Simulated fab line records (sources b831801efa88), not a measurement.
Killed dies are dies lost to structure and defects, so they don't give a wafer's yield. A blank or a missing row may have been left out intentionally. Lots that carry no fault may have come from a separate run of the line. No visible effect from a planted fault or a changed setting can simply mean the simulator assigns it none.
The tool behind it: which one? + flow sky130 + 39 wafers from 13 lots sampled at 6 of the route's 708 steps

== WHAT EACH GAUGE READ, for each wafer ==
SKY_FIELD_ISO_THK_MEAS_02.
| lot  | measured    | on            | FIELD_ISO_OXIDATION_00_THK (nm) |
|------|-------------|---------------|---------------------------------|
| L901 | day 2 03:02 | film metro-02 | 11.90 11.93 11.89               |
| L902 | day 2 08:08 | film metro-04 | 11.90 11.98 11.95               |
| L903 | day 2 13:45 | film metro-01 | 12.12 12.17 12.31               |
| L904 | day 2 19:42 | film metro-02 | 11.97 11.72 11.76               |
| L905 | day 2 23:47 | film metro-01 | 12.26 12.20 11.97               |
| L906 | day 3 03:39 | film metro-04 | 11.88 12.04 11.79               |
| L907 | day 3 10:16 | film metro-02 | 11.74 11.82 11.72               |
| L909 | day 3 18:46 | film metro-04 | 11.55 11.43 11.73               |
| L912 | day 4 09:38 | film metro-02 | 12.02 11.88 11.98               |
| L918 | day 5 15:38 | film metro-02 | 12.42 12.37 12.62               |
| L919 | day 5 21:18 | film metro-02 | 12.22 12.22 11.89               |
| L920 | day 6 05:28 | film metro-01 | 12.20 12.16 11.92               |
| L921 | day 6 12:41 | film metro-04 | 11.92 11.87 11.92               |

SKY_VT_ADJUST_HVTP_TW_MEAS_11.
| lot  | measured     | on            | VT_ADJUST_HVTP_TW |
|------|--------------|---------------|-------------------|
| L901 | day 6 20:11  | film metro-03 | 1366 1357 1363    |
| L902 | day 7 05:46  | film metro-03 | 1355 1349 1341    |
| L903 | day 7 13:52  | film metro-03 | 1356 1355 1355    |
| L904 | day 7 19:08  | film metro-03 | 1342 1348 1340    |
| L905 | day 7 21:33  | film metro-01 | 1356 1357 1361    |
| L906 | day 8 05:46  | film metro-03 | 1350 1357 1345    |
| L907 | day 8 11:03  | film metro-02 | 30 30 30          |
| L909 | day 8 22:23  | film metro-03 | 1347 1341 1343    |
| L912 | day 9 16:13  | film metro-03 | 1345 1348 1349    |
| L918 | day 11 21:15 | film metro-01 | 1351 1359 1357    |
| L919 | day 11 20:49 | film metro-02 | 1355 1365 1352    |
| L920 | day 12 03:18 | film metro-02 | 1353 1346 1362    |
| L921 | day 12 10:45 | film metro-03 | 1349 1354 1349    |

SKY_LDD_HVN_OVL_MEAS_07.
| lot  | measured     | on         | LDD_HVN_OVL (nm) |
|------|--------------|------------|------------------|
| L901 | day 21 07:59 | overlay-01 | -1.1 -1.6 -3.2   |
| L902 | day 21 21:07 | overlay-02 | -2.2 -1.5 -0.9   |
| L903 | day 22 14:24 | overlay-02 | -1.3 -0.9 -1.3   |
| L904 | day 22 17:36 | overlay-02 | -0.2 0.2 -0.1    |
| L905 | day 22 20:17 | overlay-02 | -1.5 -2.1 -1.7   |
| L906 | day 23 19:35 | overlay-01 | 1.0 0.4 -0.1     |
| L907 | day 23 21:14 | overlay-01 | -1.0 -0.9 0.1    |
| L909 | day 24 06:47 | overlay-02 | -0.1 -1.0 -0.7   |
| L912 | day 26 11:41 | overlay-02 | -0.8 -0.1 -0.8   |
| L918 | day 28 02:08 | overlay-01 | 0.1 -0.4 0.5     |
| L919 | day 27 23:24 | overlay-01 | -2.1 -0.9 -1.0   |
| L920 | day 28 22:44 | overlay-01 | -3.6 -0.1 -2.0   |
| L921 | day 29 03:03 | overlay-02 | -1.1 -1.4 -0.3   |

SKY_LI_CONTACT_OVL_MEAS_13.
| lot  | measured     | on         | LI_CONTACT_OVL (nm) |
|------|--------------|------------|---------------------|
| L901 | day 30 05:28 | overlay-02 | -1 7 7              |
| L902 | day 30 09:20 | overlay-01 | 2 3 8               |
| L903 | day 31 05:40 | overlay-02 | 5 -5 8              |
| L904 | day 31 09:55 | overlay-02 | -5 9 -12            |
| L905 | day 31 11:41 | overlay-01 | -9 -6 -14           |
| L906 | day 32 06:39 | overlay-01 | -3 -1 7             |
| L907 | day 32 09:33 | overlay-01 | -3 -1 -4            |
| L909 | day 32 19:49 | overlay-01 | -2 -3 -1            |
| L912 | day 34 19:02 | overlay-02 | -7 -4 -10           |
| L918 | day 36 07:07 | overlay-01 | 10 0 4              |
| L919 | day 36 04:34 | overlay-02 | 6 -5 -6             |
| L920 | day 37 02:38 | overlay-01 | -7 -4 -5            |
| L921 | day 37 07:14 | overlay-01 | -2 -9 -7            |

== EACH LOT AND THE TOOL THAT RAN IT (in order: tool; ch and the chambers of the sampled wafers; start) ==
| lot  | SKY_NWELL_STRIP_25                   | SKY_VT_ADJUST_HVTP_STRIP_10          |
|------|--------------------------------------|--------------------------------------|
| L901 | plasma asher-01 ch 0,1, day 6 01:00  | plasma asher-01 ch 0,1, day 6 20:04  |
| L902 | plasma asher-01 ch 0,1, day 6 10:58  | plasma asher-04 ch 0,1, day 7 05:40  |
| L903 | plasma asher-01 ch 0,1, day 6 18:44  | plasma asher-04 ch 0,1, day 7 13:46  |
| L904 | plasma asher-03 ch 0,1, day 6 22:47  | plasma asher-04 ch 0,1, day 7 19:04  |
| L905 | plasma asher-01 ch 0,1, day 7 02:18  | plasma asher-01 ch 1, day 7 21:27    |
| L906 | plasma asher-03 ch 0,1, day 7 08:27  | plasma asher-01 ch 0,1, day 8 05:40  |
| L907 | plasma asher-01 ch 0,1, day 7 14:34  | plasma asher-02 ch 0,1, day 8 10:57  |
| L909 | plasma asher-02 ch 0,1, day 8 00:52  | plasma asher-04 ch 0,1, day 8 22:16  |
| L912 | plasma asher-03 ch 0,1, day 8 18:28  | plasma asher-01 ch 0,1, day 9 16:06  |
| L918 | plasma asher-01 ch 0,1, day 10 21:24 | plasma asher-02 ch 0,1, day 11 21:08 |
| L919 | plasma asher-01 ch 0,1, day 10 20:29 | plasma asher-01 ch 0,1, day 11 20:44 |
| L920 | plasma asher-02 ch 0,1, day 11 03:07 | plasma asher-04 ch 0,1, day 12 03:11 |
| L921 | plasma asher-02 ch 0,1, day 11 09:23 | plasma asher-01 ch 0,1, day 12 10:40 |
- SKY_NWELL_STRIP_25: strips in O2/N2.
- SKY_VT_ADJUST_HVTP_STRIP_10: strips in O2/N2.

== AS READ BY THE TOOLS THEMSELVES (means over the sampled wafers that have a number; for cases with no such wafer, the mark the record gives instead) ==
SKY_NWELL_STRIP_25.
| lot  | tool            | drypump motor current A (A) | o2 flow sccm (sccm) | oes product au (a.u.) | strip time to endpoint s (s) |
|------|-----------------|-----------------------------|---------------------|-----------------------|------------------------------|
| L901 | plasma asher-01 | 6.3                         | 2996                | 0.722                 | 37.02                        |
| L902 | plasma asher-01 | 6.0                         | 3000                | 0.719                 | 36.92                        |
| L903 | plasma asher-01 | 6.3                         | 2998                | 0.722                 | 36.83                        |
| L904 | plasma asher-03 | 5.5                         | 3007                | 0.727                 | 37.04                        |
| L905 | plasma asher-01 | 6.0                         | 2995                | 0.721                 | 36.79                        |
| L906 | plasma asher-03 | 5.6                         | 2990                | 0.719                 | 37.07                        |
| L907 | plasma asher-01 | 6.0                         | 3005                | 0.952                 | -                            |
| L909 | plasma asher-02 | 5.5                         | 3001                | 0.723                 | 37.01                        |
| L912 | plasma asher-03 | 5.4                         | 2990                | 0.722                 | 36.81                        |
| L918 | plasma asher-01 | 6.2                         | 2996                | 0.721                 | 37.01                        |
| L919 | plasma asher-01 | 6.3                         | 3003                | 0.726                 | 36.95                        |
| L920 | plasma asher-02 | 5.4                         | 2991                | 0.725                 | 36.91                        |
| L921 | plasma asher-02 | 5.5                         | 3008                | 0.726                 | 37.00                        |

SKY_VT_ADJUST_HVTP_STRIP_10.
| lot  | tool            | drypump motor current A (A) | o2 flow sccm (sccm) | oes product au (a.u.) | strip time to endpoint s (s) |
|------|-----------------|-----------------------------|---------------------|-----------------------|------------------------------|
| L901 | plasma asher-01 | 6.0                         | 3010                | 0.715                 | 14.18                        |
| L902 | plasma asher-04 | 6.0                         | 2989                | 0.718                 | 14.28                        |
| L903 | plasma asher-04 | 5.8                         | 3000                | 0.716                 | 14.10                        |
| L904 | plasma asher-04 | 6.0                         | 3003                | 0.716                 | 14.16                        |
| L905 | plasma asher-01 | 6.5                         | 3003                | 0.718                 | 14.23                        |
| L906 | plasma asher-01 | 6.0                         | 2993                | 0.722                 | 14.22                        |
| L907 | plasma asher-02 | 5.5                         | 2994                | 0.724                 | 27.19                        |
| L909 | plasma asher-04 | 5.8                         | 2995                | 0.714                 | 14.27                        |
| L912 | plasma asher-01 | 6.0                         | 3004                | 0.713                 | 14.17                        |
| L918 | plasma asher-02 | 5.4                         | 3012                | 0.711                 | 14.15                        |
| L919 | plasma asher-01 | 6.0                         | 2997                | 0.719                 | 14.22                        |
| L920 | plasma asher-04 | 5.9                         | 2998                | 0.717                 | 14.15                        |
| L921 | plasma asher-01 | 6.0                         | 3002                | 0.719                 | 14.20                        |

== THE ANSWER, worked out from the rows above alone ==
Rule: usual is defined by the lots themselves. Put in order of their means at a reading, lots are off if they are a third of the lots or fewer, leave a main group of 4 or more, and stand apart from it by a gap of 3 or more times the standard deviation of the main group's means; of several such gaps the widest counts. If all means in a main group match to the digits the tables above print for the reading, that group is not used. Also off: a lot with no number at a reading for which 4 or more lots have one. Where the step has rows for the other lots, those lots are counted as sound. Order of review: gauges by route order, followed by the tools' own readings, for which a lot's mean as printed above is used. The first step at which some lot is off is used, and at that step the reading that is off furthest; a lot without a number counts as furthest.
Off: L907, seen at SKY_VT_ADJUST_HVTP_TW_MEAS_11 (VT_ADJUST_HVTP_TW). The main group: mean 1352, standard deviation 5.6.
A tool fits if, at a process step before that reading, it ran every lot that is off, and no sound lot after the first of them. The gauges at SKY_VT_ADJUST_HVTP_TW_MEAS_11 aren't tried: what is off there is off at SKY_NWELL_STRIP_25 too, on other tools, and a gauge's error can't cause that. Not one of the candidates tried fits.

== WHAT THE SIMULATOR HAD INSERTED ==
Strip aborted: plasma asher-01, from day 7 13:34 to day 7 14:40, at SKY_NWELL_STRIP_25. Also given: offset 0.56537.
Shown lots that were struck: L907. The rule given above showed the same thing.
